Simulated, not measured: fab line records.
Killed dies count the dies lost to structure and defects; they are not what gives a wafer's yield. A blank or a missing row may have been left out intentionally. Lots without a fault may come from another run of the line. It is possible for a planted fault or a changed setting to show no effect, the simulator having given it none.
What tool caused it? -- flow sky130 -- 33 wafers from 11 lots sampled at 4 of the route's 708 steps

## WHAT THE GAUGES SHOWED, per wafer
SKY_CONTACT_THK_MEAS_01.
lot,measured,on,CONTACT_CVD_00_THK (nm)
L633,day 30 17:46,film metro-02,75.8 74.6 75.2
L636,day 32 11:18,film metro-02,73.9 73.9 74.1
L637,day 32 13:38,film metro-01,148.5 149.6 152.8
L639,day 33 19:35,film metro-02,150.2 153.8 154.4
L638,day 33 21:38,film metro-02,150.8 153.4 152.4
L645,day 34 21:32,film metro-03,75.2 72.5 74.8
L648,day 35 21:30,film metro-03,73.9 73.3 75.6
L649,day 35 23:12,film metro-02,73.9 75.0 74.6
L650,day 36 08:26,film metro-02,72.8 74.3 73.7
L653,day 37 00:40,film metro-03,73.1 74.6 73.4
L654,day 37 12:41,film metro-02,75.0 75.6 76.9

## WHAT TOOL EACH LOT RAN ON (gives the tool, then ch and the chambers of the sampled wafers, and finally the start)
lot,SKY_LI_CONTACT_CMP_24,SKY_LOCAL_INTERCONNECT_ETCH_13,SKY_CONTACT_CVD_00
L633,"cmp-02 ch 2,3, day 29 12:03","rie metal-02 ch 0,1, day 30 16:59","pecvd-02 ch 0,2, day 30 17:44"
L636,"cmp-02 ch 1,2,3, day 31 09:16","rie metal-02 ch 0,1, day 32 10:32","pecvd-01 ch 0,2, day 32 11:16"
L637,"cmp-02 ch 0,3, day 31 10:11","rie metal-03 ch 0,1, day 32 12:41","pecvd-02 ch 0,1,2, day 32 13:00"
L639,"cmp-01 ch 0,1,3, day 32 15:32","rie metal-02 ch 0, day 33 18:22","pecvd-03 ch 0,1, day 33 19:00"
L638,"cmp-02 ch 0,1, day 32 17:24","rie metal-02 ch 1, day 33 20:41","pecvd-03 ch 1,2, day 33 21:00"
L645,"cmp-01 ch 1,2, day 33 18:08","rie metal-02 ch 0,1, day 34 20:47","pecvd-02 ch 0,1,2, day 34 21:30"
L648,"cmp-01 ch 0,1,3, day 34 18:34","rie metal-04 ch 1, day 35 20:38","pecvd-01 ch 0,1,2, day 35 21:28"
L649,"cmp-02 ch 1,2,3, day 34 20:00","rie metal-03 ch 0, day 35 22:26","pecvd-02 ch 2, day 35 23:09"
L650,"cmp-01 ch 0,2, day 35 05:16","rie metal-02 ch 0,1, day 36 07:41","pecvd-02 ch 1,2, day 36 08:24"
L653,"cmp-02 ch 0,1,3, day 35 21:39","rie metal-03 ch 0, day 36 23:49","pecvd-01 ch 0,1, day 37 00:37"
L654,"cmp-02 ch 0,2,3, day 36 09:24","rie metal-02 ch 0,1, day 37 11:56","pecvd-03 ch 0,1, day 37 12:39"
- SKY_LI_CONTACT_CMP_24: polishes, stops on PSG, t overpolish 19.19 s, target thk 0 nm.
- SKY_LOCAL_INTERCONNECT_ETCH_13: etches BARC in N2/H2, stops on SiO2, time 45.9 s, target depth 60 nm.
- SKY_CONTACT_CVD_00: deposits Si3N4, target thk 75 nm.

## THE ANSWER, worked out from the rows above alone
Rule: the lots themselves supply what counts as usual. The widest of any qualifying gaps counts: lots, ordered by their means at a reading, are off when they make up no more than a third of the lots, leave a main group of 4 or more, and stand apart from it by 3 or more times the standard deviation of that group's means. A main group is skipped when, at the precision printed for the reading in the tables above, its means are all equal. Also off: a lot with no number at a reading for which 4 or more lots have one. The other lots that the step has rows for count as sound.
Off: L637, L639, L638, at SKY_CONTACT_THK_MEAS_01 (CONTACT_CVD_00_THK). Mean 74.4 nm and standard deviation 0.72 in the main group.
If a tool, at a process step before that reading, ran all the lots that are off and no sound lot after the first of them, it fits. Gauges at SKY_CONTACT_THK_MEAS_01: tried the same way as those tools. Not one of the candidates tried fits.

## WHAT HAD BEEN PUT IN BY THE SIMULATOR
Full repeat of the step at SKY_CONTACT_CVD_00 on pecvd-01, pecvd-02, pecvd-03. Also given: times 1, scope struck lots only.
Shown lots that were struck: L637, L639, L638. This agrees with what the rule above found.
